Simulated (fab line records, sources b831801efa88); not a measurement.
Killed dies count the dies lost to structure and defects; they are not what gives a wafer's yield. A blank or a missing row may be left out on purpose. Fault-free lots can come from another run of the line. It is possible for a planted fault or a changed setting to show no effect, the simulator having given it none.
2 desks looking at one fault / flow gf180mcu / what lay behind the numbers comes last; until then each desk has only its own

METROLOGY DESK
Lot by lot, what the gauges showed, no matter which tool ran the lot: averages of those sampled wafers that carry a number. A lot is out of limits, marked OUT, if its mean lies more than 4 standard deviations from the usual mean; the brackets give that distance.
Columns: A = CONTACT_OVL at GF_CONTACT_OVL_MEAS_15, usual 0 nm; B = V1_OVL at GF_V1_OVL_MEAS_15, usual -4 nm
lot=L283; first seen here=day 16 04:35; A=6; B=-11
lot=L284; first seen here=day 16 09:29; A=4; B=-6
lot=L285; first seen here=day 17 01:46; A=-6; B=-10
lot=L287; first seen here=day 18 00:46; A=1; B=-6
lot=L291; first seen here=day 19 05:35; A=1; B=-1
lot=L292; first seen here=day 19 13:04; A=-10; B=-12
lot=L294; first seen here=day 20 05:23; A=4; B=-2
lot=L295; first seen here=day 20 11:59; A=-11; B=-6
lot=L297; first seen here=day 21 04:57; A=3; B=-3
lot=L298; first seen here=day 21 11:10; A=-6; B=4
lot=L300; first seen here=day 22 09:03; A=-0; B=-7
lot=L301; first seen here=day 22 13:20; A=8; B=-1
lot=L303; first seen here=day 23 05:59; A=-6; B=2
lot=L304; first seen here=day 23 14:33; A=6; B=-5
lot=L305; first seen here=day 23 20:41; A=4; B=-2
Finding of this desk: none of the 15 lots has anything out of limits.

THE TOOL OWNER'S DESK: plasmaAsher-04
The tool's own readings at GF_M1_STRIP_17 (strips in O2/N2): means of the sampled wafers that have a number, for each lot that ran on this tool. A lot is out of limits, marked OUT, if its mean lies more than 4 standard deviations from the usual mean; the brackets give that distance.
Columns: A = chamberPressureMTorr at GF_M1_STRIP_17, usual 1500.1 mTorr; B = drypumpMotorCurrentA at GF_M1_STRIP_17, usual 5.6 A; C = heaterPowerW at GF_M1_STRIP_17, usual 308 W; D = n2FlowSccm at GF_M1_STRIP_17, usual 300.0 sccm; E = oesProductAu at GF_M1_STRIP_17, usual 0.557 a.u.; F = stripTimeToEndpointS at GF_M1_STRIP_17, usual 7.87 s
lot=L284; first seen here=day 17 09:33; A=1500.0; B=5.4; C=294; D=300.0; E=0.555; F=7.82
lot=L285; first seen here=day 18 02:29; A=1500.3; B=5.4; C=299; D=299.8; E=0.554; F=7.89
lot=L287; first seen here=day 19 02:08; A=1199.9 (-99 or more) OUT; B=5.3; C=315; D=299.1; E=0.553; F=8.46 (+12) OUT
lot=L291; first seen here=day 20 07:46; A=1198.3 (-99 or more) OUT; B=5.3; C=305; D=299.4; E=0.556; F=8.41 (+11) OUT
lot=L292; first seen here=day 20 15:10; A=1200.8 (-99 or more) OUT; B=5.3; C=304; D=300.5; E=0.559; F=8.34 (+9.6) OUT
Finding of this desk: L287, L291, L292 out of limits; the first was L287 at day 19 02:08, on chamberPressureMTorr at GF_M1_STRIP_17. Within limits: L284, L285.

TAKEN TOGETHER
The tool owner's desk had the chance to raise an alarm at day 19 02:08 on L287, L291, L292.
Nothing out of limits was seen by the metrology desk.
The metrology desk holds a record of L287, L291, L292, inside its limits.
On plasmaAsher-04, each named lot ran GF_M1_STRIP_17.

WHAT HAD BEEN PUT IN BY THE SIMULATOR
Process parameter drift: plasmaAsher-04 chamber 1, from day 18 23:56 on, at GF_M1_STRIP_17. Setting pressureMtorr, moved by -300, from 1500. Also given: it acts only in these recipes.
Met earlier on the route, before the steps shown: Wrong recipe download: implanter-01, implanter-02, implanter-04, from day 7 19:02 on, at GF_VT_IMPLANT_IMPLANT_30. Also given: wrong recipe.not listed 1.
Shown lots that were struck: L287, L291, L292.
How many hours passed from the start of the fault until each desk's first out-of-limits reading: the tool owner's desk, 2.
